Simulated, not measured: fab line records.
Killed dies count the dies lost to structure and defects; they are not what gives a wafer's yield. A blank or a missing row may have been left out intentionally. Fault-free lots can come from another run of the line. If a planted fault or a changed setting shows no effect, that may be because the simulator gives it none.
Comparing a struck lot with a sound one | flow sky130 | 17 steps out of a route of 708
Sound: these wafers, L529.2, L529.3, L529.4. The struck wafers were L532.2, L532.4, L532.5. The cause is given at the end.
At each step with rows: each side's tool, then ch and its chambers, then its first start. Under that, the readings that differ: sound wafers | struck wafers | difference of the means | sigmas: that difference in standard deviations of wafers without a fault.
alike: readings whose means differ by less than 2 such deviations, and words and numbers that are the same on both sides. not compared: withheld readings, readings that some wafer has no value for, bounds like >300 that may hide the same value, and numbers for which the record gives no deviation and whose values overlap.
The two part at a step that has a row with sigmas, a row that says differs or no value, or rows on one side only. Numbers that don't overlap but have no deviation are shown without sigmas and don't part them. A reading that every wafer of one side lacks parts them only if that side has two wafers or more.

SKY_VT_ADJUST_LVTN_OVL_MEAS_07:
  struck on overlay-01, day 11 18:55; sound on overlay-02, day 11 04:12
  alike: VT_ADJUST_LVTN_OVL
then, 1 step without rows for these wafers: SKY_VT_ADJUST_LVTN_IMPLANT_08.
SKY_VT_ADJUST_LVTN_STRIP_09: strips in O2/N2.
  sound on plasma_asher-02 ch 0,1, day 11 04:23; struck on plasma_asher-03 ch 0,1, day 11 19:06
  reading                      | sound             | struck            | difference | sigmas
  drypump_motor_current_A (A)  | 6.4 6.4 5.8       | 4.9 4.9 4.9       | -1.3       | -2
  strip_time_to_endpoint_s (s) | 37.00 36.93 36.95 | 37.22 37.27 37.25 | +0.29      | +3
  alike: chamber_pressure_mTorr, oes_product_au
  not compared: rf_hours_counter_h
SKY_VT_ADJUST_LVTN_TW_MEAS_10:
  struck on film_metro-03, day 11 19:13; sound on film_metro-01, day 11 04:29
  alike: VT_ADJUST_LVTN_TW
then, 7 steps without rows for these wafers: SKY_VT_ADJUST_LVTN_DEHYDRATE_11 (time 60 s); SKY_VT_ADJUST_LVTN_HMDS_12 (prime time 60 s); SKY_VT_ADJUST_LVTN_COAT_13 (resist thk 1140 nm); SKY_VT_ADJUST_LVTN_SOFTBAKE_14 (time 60 s); SKY_VT_ADJUST_LVTN_EXPOSE_15 (exposes mask HVN STD DERIVED, target cd 600 nm); SKY_VT_ADJUST_LVTN_PEB_16; SKY_VT_ADJUST_LVTN_DEVELOP_17 (develop time 60 s).
SKY_VT_ADJUST_LVTN_OVL_MEAS_18:
  struck on overlay-01, day 12 19:10; sound on overlay-01, day 12 04:30
  alike: VT_ADJUST_LVTN_01_OVL
SKY_VT_ADJUST_LVTN_IMPLANT_19:
  sound on implanter-04 ch 0, day 12 04:34; struck on implanter-02 ch 0, day 12 19:13
  reading            | sound                         | struck                        | difference | sigmas
  dose_ions_cm2      | 6.499e+11 6.494e+11 6.506e+11 | 9.986e+11 9.996e+11 9.987e+11 | +3.490e+11 | +99 or more
  faraday_current_uA | 3.67 3.67 3.77                | 5.94 5.56 5.72                | +2.04      | +29
SKY_VT_ADJUST_LVTN_STRIP_20: strips in O2/N2.
  sound on plasma_asher-04 ch 0,1, day 12 04:41; struck on plasma_asher-04 ch 0,1, day 12 19:21
  alike: chamber_pressure_mTorr, drypump_motor_current_A, oes_product_au, strip_time_to_endpoint_s
  not compared: rf_hours_counter_h
SKY_VT_ADJUST_LVTN_TW_MEAS_21:
  struck on film_metro-03, day 12 19:28; sound on film_metro-01, day 12 04:47
  reading             | sound             | struck            | difference | sigmas
  VT_ADJUST_LVTN_2_TW | 188.8 188.7 188.7 | 211.5 210.2 210.9 | +22.1      | +17
then, 1 step without rows for these wafers: SKY_VT_ADJUST_NCORE_DEHYDRATE_00 (time 60 s).
-- here the record skips 37 days between the struck wafers' starts before and after, leaving off in module VT_ADJUST_NCORE and picking up in module PAD_OPEN (first step shown: number 708 of the route) --
SKY_PAD_OPEN_PROBE_99:
  struck on prober-02, day 49 21:49; sound on prober-01, day 49 09:20
  reading                                    | sound                | struck               | difference | sigmas
  killed_at_M4_up                            | 5 8 5                | 2 1 3                | -4         | -2
  model.etest.res_pwell_under_gate.rs_ohm_sq | 2275 2271 2261       | 2211 2206 2193       | -66        |
  model.etest.tip_n_5v.rs_ohm_sq             | 1346 1344 1354       | 1395 1388 1408       | +49        |
  model.etest.nfet_g5v0d10v5.body_rise_v (V) | 0.6399 0.6314 0.6306 | 0.6713 0.6722 0.6687 | +0.0368    |
  model.etest.nfet_16v.body_rise_v (V)       | 0.6271 0.6224 0.6217 | 0.663 0.66 0.6571    | +0.036     |
  model.etest.nfet_g5v0d10v5.vt_sat_v (V)    | 0.7411 0.7282 0.7295 | 0.7724 0.7629 0.7657 | +0.0341    |
  model.etest.nfet_g5v0d10v5.vt_v (V)        | 0.7977 0.7816 0.7832 | 0.8181 0.8063 0.8104 | +0.0241    |
  model.etest.nfet_16v.vt_v (V)              | 0.7325 0.7222 0.7206 | 0.7471 0.7368 0.7362 | +0.0149    |
  model.etest.nfet_g5v0d10v5.vt_long_v (V)   | 0.7766 0.7617 0.7665 | 0.7859 0.7825 0.7778 | +0.0138    |
  alike: killed_at_M0_to_M3, killed_at_contacts, killed_at_front_end, killed_at_other, killed_dies, killed_open, killed_short

WHERE THEY PART
First at SKY_VT_ADJUST_LVTN_STRIP_09; last, within this record, at SKY_PAD_OPEN_PROBE_99.

WHY: what the simulator had put in
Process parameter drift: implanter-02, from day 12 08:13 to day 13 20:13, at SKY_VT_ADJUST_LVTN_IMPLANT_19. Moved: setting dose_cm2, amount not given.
